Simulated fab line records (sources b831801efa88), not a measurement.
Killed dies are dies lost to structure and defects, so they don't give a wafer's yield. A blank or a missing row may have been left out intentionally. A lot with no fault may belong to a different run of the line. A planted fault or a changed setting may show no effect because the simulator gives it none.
8D (eight disciplines) problem report, filled in by code	flow sky130	the parts of the form that need people (team, actions taken, sign-off) are left out

== 1. WHAT WENT WRONG ==
Wafers without a fault read 199.9 W, standard deviation 0.63; bias w at SKY_CONTACT_ETCH_18 reads a mean of 161.7 W on 6 wafers belonging to 2 lots. That is -61 standard deviations from the usual mean.
The step: etches Si3N4 in CHF3/O2, stops on TiN, time 39 s, target depth 75 nm.
The first sign was on wafer L791.1 at day 34 16:00, on rie diel-03. At this step, 36 wafers from 12 lots have a number in the record. Rule for "out", or "out of limits": more than 4 standard deviations from the usual mean. All remaining wafers that have a number are taken as sound.

== 2. WHAT IT IS AND WHAT IT IS NOT ==
question	is	is not
which readings at this step	bias w	drypump motor current A, oes product au
which lots	L791, L792	L782, L783, L786, L787, L799, L800, L801, L803, L804, L805
which wafers of those lots	all that have a number	-
read on which tools	rie diel-03	rie diel-01, rie diel-02
when	from day 34 16:00	up to then (12 sound wafers); but 18 sound wafers of L799, L800, L801, L803, L804, L805 came after

== 3. SUSPECTS, AND WHAT RULES EACH OUT ==
Counting: a tool stays on the suspect list if, at a process step up to the reading, it processed all lots that are out and no sound lot following the first of them.
- rie diel-03 at SKY_CONTACT_ETCH_18 (etches Si3N4 in CHF3/O2, stops on TiN, time 39 s, target depth 75 nm): ruled out as a lasting fault. After its first lot that is out, L791 (day 34 16:00), sound lots L800, L805 ran on it.
Left after counting: nothing in the record.

== 4. THE CAUSE (what the simulator had put in) ==
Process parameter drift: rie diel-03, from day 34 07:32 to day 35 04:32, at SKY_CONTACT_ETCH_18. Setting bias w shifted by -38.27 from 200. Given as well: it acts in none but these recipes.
Counting ruled it out, wrongly.

== 5. THE CHAIN OF EFFECTS, in route order ==
Each row: a reading where the mean over the struck wafers with a number is more than 3 standard deviations away from the usual. Readings are gone through only where the record gives a usual standard deviation; hours: the median, over the lots, of the time from a lot's start at the first step in this table giving one to that lot's start at this step; sigmas: the change measured in usual standard deviations.
hours	step	reading	usual	on struck wafers	change	sigmas
0	SKY_CONTACT_ETCH_18	bias w	199.9 W	161.7	-38.2	-61
Process steps it contains:
- SKY_CONTACT_ETCH_18: etches Si3N4 in CHF3/O2, stops on TiN, time 39 s, target depth 75 nm.
Later measuring or inspecting steps at which every struck wafer that the step has a row for has a number for every such reading, and none has moved that far: SKY_CONTACT_THK_MEAS_26.

== 6. WHAT WOULD HAVE CAUGHT IT SOONER ==
In this record the first reading out of limits was taken at day 34 16:00, 8 hours after the fault began at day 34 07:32.
